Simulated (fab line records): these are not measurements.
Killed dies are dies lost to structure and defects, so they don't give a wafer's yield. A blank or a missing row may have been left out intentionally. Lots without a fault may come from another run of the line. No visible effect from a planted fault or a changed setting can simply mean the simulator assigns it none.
A lot that was struck, set against a sound lot + flow sky130 + 17 out of 708 route steps
Sound: wafers L582.1, L582.3, L582.5. Wafers L587.1, L587.3, L587.4 were the ones struck. The cause comes at the end.
For every step that has rows: the tool of each side, followed by ch and its chambers, followed by its first start. Under that, the readings that differ: sound wafers + struck wafers + difference of the means + sigmas: that difference in standard deviations of wafers without a fault.
alike: readings with means less than 2 such deviations apart, plus words and numbers identical on both sides. not compared: withheld readings, readings lacking a value on some wafer, bounds such as >300 that could conceal the same value, and numbers that have no deviation in the record and whose values overlap.
The two part at a step that has a row with sigmas, a row that says differs or no value, or rows on one side only. Numbers that don't overlap but have no deviation are shown without sigmas and don't part them. A reading that every wafer of one side lacks parts them only if that side has two wafers or more.

SKY_LI_CONTACT_CMP_02: polishes PSG.
  sound on cmp-01 ch 1,2,3, day 32 14:58; struck on cmp-02 ch 0,1,3, day 32 20:45
| reading                | sound    | struck   | difference | sigmas |
|------------------------|----------|----------|------------|--------|
| time to endpoint s (s) | 21 21 26 | 31 37 32 | +11        | +2     |
  alike: motor current A, retaining ring pressure frac
SKY_LI_CONTACT_BOW_MEAS_03:
  struck on film metro-04, day 32 21:08; sound on film metro-04, day 32 15:13
  alike: LI_CONTACT_BOW
then, 8 steps without rows for these wafers: SKY_LI_CONTACT_DEHYDRATE_04 (time 60 s); SKY_LI_CONTACT_HMDS_05 (prime time 60 s); SKY_LI_CONTACT_COAT_06 (resist thk 60 nm); SKY_LI_CONTACT_COAT_07 (resist thk 450 nm); SKY_LI_CONTACT_SOFTBAKE_08 (time 90 s); SKY_LI_CONTACT_EXPOSE_09 (exposes mask LICM1, target cd 170 nm); SKY_LI_CONTACT_PEB_10; SKY_LI_CONTACT_DEVELOP_11 (develop time 60 s).
SKY_LI_CONTACT_CD_MEAS_12: the cd target is 170 nm.
  struck on cd sem-02, day 33 22:25; sound on cd sem-02, day 33 16:47
  alike: cd nm
SKY_LI_CONTACT_OVL_MEAS_13:
  struck on overlay-02, day 33 22:32; sound on overlay-02, day 33 16:55
  alike: LI_CONTACT_OVL
SKY_LI_CONTACT_ETCH_14: etches BARC in N2/H2, stops on SiO2, time 45.9 s, target depth 60 nm.
  sound on rie diel-03 ch 1,2, day 33 16:57; struck on rie diel-01 ch 0,1,3, day 33 22:35
  no value came back on the struck wafers for any of 5 readings (bias w (W), chamber pressure mTorr (mTorr) and others); on the sound wafers bias w (W) reads 100.1 99.7 100.5
| reading                                           | sound             | struck            | difference | sigmas |
|---------------------------------------------------|-------------------|-------------------|------------|--------|
| model.KrF-thick_of_LI_CONTACT_COAT_07.thk nm (nm) | 395.4 392.8 394.1 | 434.7 434.1 435.1 | +40.5      |        |
  not compared: rf hours counter h
SKY_LI_CONTACT_ETCH_15: etches PSG in C4F8/O2/Ar, stops on Si, target depth 600 nm.
  sound on rie diel-03 ch 1,2, day 33 16:59; struck on rie diel-01 ch 0,1,3, day 33 22:37
| reading                                           | sound             | struck            | difference | sigmas |
|---------------------------------------------------|-------------------|-------------------|------------|--------|
| oes product au (a.u.)                             | 0.845 0.845 0.841 | 0.369 0.367 0.377 | -0.473     | -96    |
| model.KrF-thick_of_LI_CONTACT_COAT_07.thk nm (nm) | 233.3 228.1 231.3 | 269.8 273.1 271.8 | +40.7      |        |
  alike: bias w, chamber pressure mTorr
SKY_LI_CONTACT_STRIP_16: strips in O2/N2.
  sound on plasma asher-03 ch 0, day 33 17:05; struck on plasma asher-04 ch 0,1, day 33 22:42
| reading                      | sound             | struck            | difference | sigmas |
|------------------------------|-------------------|-------------------|------------|--------|
| oes product au (a.u.)        | 0.378 0.371 0.380 | 0.393 0.398 0.389 | +0.017     | +4     |
| strip time to endpoint s (s) | 3.52 3.45 3.49    | 3.91 3.93 3.92    | +0.43      | +12    |
  alike: drypump motor current A
  not compared: rf hours counter h
then, 1 step without rows for these wafers: SKY_LI_CONTACT_CLEAN_17 (cleans in NMP, time 600 s).
-- the record jumps here: 15 days lie between the struck wafers' starts before and after (it left off in module LI_CONTACT and takes up again in module PAD_OPEN, whose first step shown is number 708 of the route) --
SKY_PAD_OPEN_PROBE_99:
  the record has rows for the struck wafers here (prober-02, day 49 10:08) and none for the sound ones

## WHERE THEY PART
Earliest at SKY_LI_CONTACT_CMP_02; latest, in this record, at SKY_PAD_OPEN_PROBE_99.

WHY: what had been put in by the simulator
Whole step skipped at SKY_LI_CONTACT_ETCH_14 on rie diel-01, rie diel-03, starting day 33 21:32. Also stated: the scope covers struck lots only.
